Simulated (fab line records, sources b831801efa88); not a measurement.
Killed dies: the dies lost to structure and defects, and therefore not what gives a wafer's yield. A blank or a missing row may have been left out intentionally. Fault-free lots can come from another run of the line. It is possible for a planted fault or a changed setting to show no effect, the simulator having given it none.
Which of the tools did it? + flow sfq_line + 7 lots with 20 wafers sampled at 2 steps, on a route of 325 steps

WHAT EACH GAUGE READ, for each wafer
SFQ_L0_RS_MEAS_901: measures by four-point-probe.
| lot  | measured    | on            | L0_MONX_KI_RS (ohm/sq)        |
|------|-------------|---------------|-------------------------------|
| L350 | day 1 17:35 | film_metro-04 | 42.9 43.1 43.0                |
| L352 | day 2 03:36 | film_metro-04 | 43.6 42.7 43.6                |
| L356 | day 2 23:35 | film_metro-01 | 43.9 43.8 43.4                |
| L364 | day 4 15:34 | film_metro-02 | 43.3 66.7 43.2 66.8           |
| L366 | day 5 01:34 | film_metro-04 | 43.5 67.6 43.4 43.5 67.4 43.5 |
| L368 | day 5 11:35 | film_metro-02 | 43.7 43.3 43.8                |
| L372 | day 6 07:35 | film_metro-04 | 43.8 44.6 43.6                |

EACH LOT AND THE TOOL THAT RAN IT (in order: tool; ch and the chambers of the sampled wafers; start)
| lot  | SFQ_TRILAYER_L0_DEP_SPUTTER_003 |
|------|---------------------------------|
| L350 | pvd_sputter-03, day 1 17:29     |
| L352 | pvd_sputter-03, day 2 03:29     |
| L356 | pvd_sputter-03, day 2 23:29     |
| L364 | pvd_sputter-06, day 4 15:29     |
| L366 | pvd_sputter-06, day 5 01:29     |
| L368 | pvd_sputter-04, day 5 11:29     |
| L372 | pvd_sputter-04, day 6 07:29     |
- SFQ_TRILAYER_L0_DEP_SPUTTER_003: material MoNx KI, target thk 40 nm, time 100 s.

THE ANSWER, worked out from the rows above alone
Rule: the lots themselves supply what counts as usual. The widest of any qualifying gaps counts: lots, ordered by their means at a reading, are off when they make up no more than a third of the lots, leave a main group of 4 or more, and stand apart from it by 3 or more times the standard deviation of that group's means. A main group is skipped when, at the precision printed for the reading in the tables above, its means are all equal. A lot without any number at a reading at which 4 lots or more have one is off too. All remaining lots with rows at the step are treated as sound.
Off: L364, L366, seen at SFQ_L0_RS_MEAS_901 (L0_MONX_KI_RS). Main group: mean 43.5 ohm/sq, sd 0.34.
A tool fits if, at a process step before that reading, it ran every lot that is off, and no sound lot after the first of them. Those tools and the gauges at SFQ_L0_RS_MEAS_901 are tried in the same way. One fits: SFQ_TRILAYER_L0_DEP_SPUTTER_003 on pvd_sputter-06. It ran no sound lot before its first lot that is off in this sample, so the start can't be narrowed down.

WHAT HAD BEEN PUT IN BY THE SIMULATOR
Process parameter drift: pvd_sputter-06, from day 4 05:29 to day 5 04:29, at SFQ_TRILAYER_L0_DEP_SPUTTER_003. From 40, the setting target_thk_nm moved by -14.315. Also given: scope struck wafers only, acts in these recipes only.
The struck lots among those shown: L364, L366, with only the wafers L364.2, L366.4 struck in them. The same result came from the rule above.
